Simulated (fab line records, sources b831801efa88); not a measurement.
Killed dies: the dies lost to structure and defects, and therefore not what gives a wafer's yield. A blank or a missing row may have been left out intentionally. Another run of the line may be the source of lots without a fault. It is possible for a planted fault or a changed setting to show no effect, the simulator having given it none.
Problem report, 8D (eight disciplines) form, completed by code | flow sky130 | the parts of the form that need people (team, actions taken, sign-off) are left out

## 1. PROBLEM STATEMENT
Across 6 wafers from 2 lots, NWELL_RS at SKY_NWELL_RS_MEAS_29 averages 654.8 ohm/sq, while fault-free wafers read 625.6 ohm/sq with a standard deviation of 1.9. That is +15 standard deviations from the usual mean.
The step: measures by four-point-probe.
Earliest sighting: wafer L832.1 on filmMetro-02 at day 8 19:42. The record holds 33 wafers of 11 lots with a number at this step. By rule, "out" or "out of limits" means more than 4 standard deviations away from the usual mean. All remaining wafers that have a number are taken as sound.

## 2. WHAT IT IS, AND WHAT IT ISN'T
question                    | is                         | is not
which readings at this step | NWELL_RS                   | -
which lots                  | L832, L833                 | L819, L820, L821, L822, L824, L825, L826, L827, L828
which wafers of those lots  | all that have a number     | -
read on which gauges        | filmMetro-02, filmMetro-04 | filmMetro-03
when                        | from day 8 19:42           | up to then (27 sound wafers)

## 3. THE SUSPECTS, EACH WITH WHAT RULES IT OUT
Counting: a tool at any process step up to the reading remains a suspect when it ran all the lots that are out and ran no sound lot after the first of those.
- the gauge at SKY_NWELL_RS_MEAS_29 has been ruled out. The wafers that are out were read on 2 gauges (filmMetro-02, filmMetro-04).
- rieDiel-01 at SKY_FIELD_ISO_ETCH_15 (etches the open film in CHF3/O2, stops on Si, target depth 180 nm, time 72 s): kept. It processed each lot that is out, first L832 at day 5 06:44, and no sound lot thereafter; up to then, the last sound lot it processed was L828 at day 4 08:43.
- implanter-01 at SKY_NWELL_IMPLANT_11: kept. It processed each lot that is out, first L832 at day 7 22:11, and no sound lot thereafter; up to then, the last sound lot it processed was L822 at day 5 21:10. Its own readings are out on those wafers: beamEnergyKeV.
Remaining after the count are rieDiel-01 at SKY_FIELD_ISO_ETCH_15 and implanter-01 at SKY_NWELL_IMPLANT_11.

## 4. THE CAUSE (what the simulator had put in)
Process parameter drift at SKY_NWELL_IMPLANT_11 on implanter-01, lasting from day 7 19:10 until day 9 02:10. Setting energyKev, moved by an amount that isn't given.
After counting, 2 suspects remain, this tool included.

## 5. THE CHAIN OF EFFECTS, in route order
Each row: a reading where the mean over the struck wafers with a number is more than 3 standard deviations away from the usual. Scope: only readings with a usual standard deviation given in the record; hours: median across lots of the time from each lot's start at the first step in this table that gives one to its start at this step; sigmas: change in usual standard deviations.
hours | step                 | reading       | usual        | on struck wafers | change | sigmas
0     | SKY_NWELL_IMPLANT_11 | beamEnergyKeV | 399.98       | 331.19           | -68.79 | -99 or more
22    | SKY_NWELL_RS_MEAS_29 | NWELL_RS      | 625.6 ohm/sq | 654.8            | +29.2  | +15
Its process steps:
- SKY_NWELL_IMPLANT_11

## 6. HOW IT WOULD HAVE BEEN CAUGHT EARLIER
Counted from the fault's start at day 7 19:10, it took 25 hours until the first out-of-limits reading at a measuring or inspecting step in this record, taken at day 8 19:42.
At SKY_NWELL_IMPLANT_11, the tool's own readings (beamEnergyKeV) were out on each struck wafer the step has a row for, so an alarm limit on them would have fired on the first such wafer.
By day 8 19:42, every lot that is out (2) had started SKY_NWELL_IMPLANT_11 on implanter-01. Had the tool been put on hold then, not one of them would have been saved.
